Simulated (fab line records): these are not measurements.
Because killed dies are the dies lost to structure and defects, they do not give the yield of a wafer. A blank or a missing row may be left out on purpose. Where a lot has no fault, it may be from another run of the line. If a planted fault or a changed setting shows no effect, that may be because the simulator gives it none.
A lot that was struck, set against a sound lot ; flow sky130 ; 15 out of 708 route steps
Sound: these wafers, L172.2, L172.3, L172.6. Struck: wafer L181.2. (L181.4 of the same lot was not struck and is left out.) The cause comes at the end.
Order at every step that has rows: each side's tool, ch and its chambers, its first start. Under that, the readings that differ: sound wafers ; struck wafers ; difference of the means ; sigmas: that difference in standard deviations of wafers without a fault.
alike: words and numbers the same on both sides, and readings whose means are apart by under 2 such deviations; not compared: readings that were withheld, readings missing a value for some wafer, numbers with overlapping values and no deviation given by the record, and bounds like >300 which may hide the same value.
The two part at a step that has a row with sigmas, a row that says differs or no value, or rows on one side only. When numbers do not overlap yet have no deviation, they are printed without sigmas and do not part them. Lack of a reading on every wafer of one side parts them only where that side has two or more wafers.

SKY_VIA1_STRIP_16: strips in O2/N2.
  sound on plasma asher-02 ch 0, day 34 00:11; struck on plasma asher-02 ch 1, day 36 21:32
  alike: drypump motor current A, oes product au, strip time to endpoint s
  not compared: rf hours counter h
then, 4 steps without rows for these wafers: SKY_VIA1_STRIP_17 (strips in post etch residue remover, time 1200 s); SKY_VIA1_CLEAN_18 (cleans in IPA, time 180 s); SKY_VIA1_CLEAN_19 (cleans in O3/DIW); SKY_VIA1_SPUTTER_20 (material TiN, target thk 20 nm, time 80 s).
SKY_VIA1_CVD_21: deposits W, target thk 270 nm, time 80.902 s.
  sound on cvd w-02 ch 1, day 34 00:50; struck on cvd w-02 ch 1, day 36 22:17
  alike: heater power w
SKY_VIA1_RS_MEAS_22: measures by four-point-probe.
  sound on film metro-04 at day 34 00:57; struck on film metro-04 at day 36 22:23
  alike: VIA1_W_RS
SKY_VIA1_THK_MEAS_23: measures by xrf.
  sound on film metro-04 at day 34 01:04; struck on film metro-04 at day 36 22:30
  alike: VIA1_W_THK
SKY_VIA1_CMP_24: polishes, stops on SiO2, t overpolish 15 s, target thk 0 nm.
  sound on cmp-02 ch 1,2,3, day 34 01:07; struck on cmp-01 ch 1, day 36 22:36
reading;sound;struck;difference;sigmas
overpolish run s (s);15.005 15.010 15.007;14.989;-0.018;-2
slurry flow ml min;150.1 148.8 149.9;151.1;+1.5;+4
  alike: motor current A, time to endpoint s
then, 1 step without rows for these wafers: SKY_METAL2_SPUTTER_00 (material Ti, target thk 15 nm, time 10 s).
SKY_METAL2_SPUTTER_01: material TiN, target thk 20 nm, time 16.7 s.
  sound on pvd sputter-02 at day 34 01:26; struck on pvd sputter-04 at day 36 22:52
reading;sound;struck;difference;sigmas
throttle valve pct (%);28.4 27.7 28.3;30.8;+2.7;+2
then, 1 step without rows for these wafers: SKY_METAL2_SPUTTER_02 (material AlCu, target thk 250 nm, time 13.3 s).
SKY_METAL2_SPUTTER_03: material Ti, target thk 5 nm, time 3.3 s.
  sound on pvd sputter-02 at day 34 01:29; struck on pvd sputter-04 at day 36 22:55
reading;sound;struck;difference;sigmas
throttle valve pct (%);28.5 27.6 28.3;30.9;+2.8;+2
model.Ti_of_METAL2_SPUTTER_03.thk nm (nm);4.914 5.04 4.917;4.112;-0.845;
SKY_METAL2_SPUTTER_04: material TiN, target thk 70 nm, time 58.3 s.
  sound on pvd sputter-02 at day 34 01:30; struck on pvd sputter-04 at day 36 22:56
reading;sound;struck;difference;sigmas
throttle valve pct (%);28.4 27.7 28.4;30.7;+2.5;+2
SKY_PAD_OPEN_PROBE_99:
  the record holds rows for the sound wafers here (prober-01, day 45 20:57) but none for the struck ones

== WHERE THEY PART ==
At SKY_VIA1_CMP_24 first; at SKY_PAD_OPEN_PROBE_99 last (within this record only).

WHY: whatever the simulator had introduced
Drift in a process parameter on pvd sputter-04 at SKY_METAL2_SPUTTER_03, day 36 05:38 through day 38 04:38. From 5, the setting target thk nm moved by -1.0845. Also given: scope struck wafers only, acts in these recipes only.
